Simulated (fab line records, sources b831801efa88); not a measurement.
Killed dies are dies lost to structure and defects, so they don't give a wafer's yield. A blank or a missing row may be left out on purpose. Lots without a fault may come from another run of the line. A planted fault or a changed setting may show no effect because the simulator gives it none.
Problem report in the 8D (eight disciplines) form, filled by code | flow sky130 | the parts of the form that need people (team, actions taken, sign-off) are left out

1. THE PROBLEM
SD_N_OVL at SKY_SD_N_OVL_MEAS_08 reads a mean of 171.7 nm on 12 wafers of 4 lots; wafers without a fault read -0.7 nm with a standard deviation of 1.5. That is +99 or more standard deviations from the usual mean.
First seen on wafer L100.3, day 29 18:17, on overlay-01. The record holds 39 wafers of 13 lots with a number at this step. Rule for "out", or "out of limits": more than 4 standard deviations from the usual mean. The other wafers with a number count as sound.

2. WHAT IT IS AND WHAT IT IS NOT
question                    | is                     | is not
which readings at this step | SD_N_OVL               | -
which lots                  | L100, L102, L106, L107 | L101, L105, L114, L116, L994, L995, L996, L998, L999
which wafers of those lots  | all that have a number | -
read on which gauges        | overlay-01, overlay-02 | -
when                        | from day 29 18:17      | up to then (15 sound wafers); but 12 sound wafers of L101, L105, L114, L116 came after

3. SUSPECTS, AND WHAT RULES EACH OUT
Counting: a tool at a process step up to the reading stays a suspect if it ran every lot that is out and no sound lot after the first of them.
- the gauge at SKY_SD_N_OVL_MEAS_08: ruled out. The wafers that are out were read on 2 gauges (overlay-01, overlay-02).
- iline_stepper-02 at SKY_SD_N_EXPOSE_04 (exposes mask NSDM, target cd 380 nm): kept. It ran every lot that is out, first L100 (day 29 04:03), and no sound lot after that; its last sound lot up to then is L999 (day 29 03:08).
Left after counting: iline_stepper-02 at SKY_SD_N_EXPOSE_04.

4. THE CAUSE (what the simulator had put in)
Scanner matching overlay: iline_stepper-02, from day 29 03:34 on, at SKY_SD_N_EXPOSE_04. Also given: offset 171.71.
Counting left only this tool.

5. THE CHAIN OF EFFECTS, in route order
Each row: a reading whose mean over the struck wafers that have a number lies more than 3 standard deviations from the usual. Only readings for which the record gives a usual standard deviation are gone through. hours: the time from each lot's start at the first step in this table that gives one to its start at this step, as a median over the lots. sigmas: the change in usual standard deviations.
hours | step                  | reading             | usual   | on struck wafers | change | sigmas
0     | SKY_SD_N_OVL_MEAS_08  | SD_N_OVL            | -0.7 nm | 171.7            | +172.4 | +99 or more
402   | SKY_PAD_OPEN_PROBE_99 | killed_at_front_end | 15      | 263              | +248   | +58
402   | SKY_PAD_OPEN_PROBE_99 | killed_dies         | 85      | 329              | +244   | +26
402   | SKY_PAD_OPEN_PROBE_99 | killed_on_rim       | 16      | 65               | +49    | +15
The process steps in it:
- SKY_PAD_OPEN_PROBE_99
Later measuring or inspecting steps at which every struck wafer that the step has a row for has a number for every such reading, and none has moved that far: SKY_LI_CONTACT_BOW_MEAS_03, SKY_LI_CONTACT_CD_MEAS_12.

6. WHAT WOULD HAVE CAUGHT IT SOONER
In this record the first reading out of limits at a measuring or inspecting step was taken at day 29 18:17, 15 hours after the fault began at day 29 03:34.
Of the lots that are out (4), L102, L106, L107 began SKY_SD_N_EXPOSE_04 on iline_stepper-02 after day 29 18:17. A hold on the tool at that time would have spared those 3.
